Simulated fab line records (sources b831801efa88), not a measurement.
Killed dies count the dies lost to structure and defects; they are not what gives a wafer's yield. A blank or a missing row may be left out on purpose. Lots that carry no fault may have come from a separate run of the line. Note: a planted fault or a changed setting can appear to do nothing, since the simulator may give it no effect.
2 desks, one fault -- flow gf180mcu -- only its own numbers are on each desk; what lay behind them is given at the end

## FROM THE METROLOGY DESK
What the gauges read for every lot (on any tool): the sampled wafers with a number, averaged. Marked OUT: a lot whose mean sits more than 4 standard deviations from the usual mean, which makes it out of limits; the brackets give that distance.
Columns: A = NWELL_TW at GF_NWELL_TW_MEAS_11, usual 1569; B = LVPWELL_TW at GF_LVPWELL_TW_MEAS_11, usual 559; C = LVPWELL_RS at GF_VT_IMPLANT_RS_MEAS_48, usual 1197 ohm/sq
lot,first seen here,A,B,C
L476,day 3 06:37,1571,563,1201
L478,day 3 21:25,1573,561,1199
L479,day 4 00:14,1570,564,1199
L480,day 4 05:32,1564,557,1202
L489,day 6 08:14,1572,618 (+17) OUT,-
L490,day 6 14:24,1564,610 (+15) OUT,-
L491,day 6 17:35,1562,612 (+16) OUT,-
L492,day 6 21:30,1575,557,1195
L493,day 7 16:25,1573,558,1199
L495,day 7 21:25,1569,556,1195
L497,day 8 01:05,1569,559,1199
L498,day 8 11:57,1569,557,1194
This desk reports L489, L490, L491 out of limits; the earliest was L489 at day 6 22:49 (LVPWELL_TW at GF_LVPWELL_TW_MEAS_11). L476, L478, L479, L480, L492, L493, L495, L497, L498: within limits.

## TOOL OWNER'S DESK, implanter-03
For each lot that ran on this tool, the mean over its sampled wafers that have a number, from the tool's own readings at GF_LVPWELL_IMPLANT_08. Marked OUT: a lot whose mean sits more than 4 standard deviations from the usual mean, which makes it out of limits; the brackets give that distance.
Columns: A = tiltDeg at GF_LVPWELL_IMPLANT_08, usual 0.005 degrees
lot,first seen here,A
L476,day 3 19:54,0.033
L480,day 4 19:18,0.016
L489,day 6 22:25,8.978 (+99 or more) OUT
L490,day 7 05:18,8.979 (+99 or more) OUT
L491,day 7 09:02,8.980 (+99 or more) OUT
Finding of this desk: L489, L490, L491 out of limits; the first was L489 at day 6 22:25, on tiltDeg at GF_LVPWELL_IMPLANT_08. L476, L480: within limits.

## TAKEN TOGETHER
At day 6 22:25, on L489, L490, L491, the tool owner's desk was in a position to raise an alarm.
At day 6 22:49 the metrology desk could have sounded an alarm, on L489, L490, L491.
GF_LVPWELL_IMPLANT_08 was run on implanter-03 by each of the lots named.

## WHAT THE SIMULATOR HAD PUT IN
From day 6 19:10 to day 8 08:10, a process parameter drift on implanter-03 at GF_LVPWELL_IMPLANT_08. A move of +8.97 in setting tiltDeg, from 0. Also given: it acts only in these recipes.
Lots struck among those shown: L489, L490, L491.
Counting hours from when the fault started, the first reading out of limits came at 3 for the tool owner's desk and at 4 for the metrology desk.
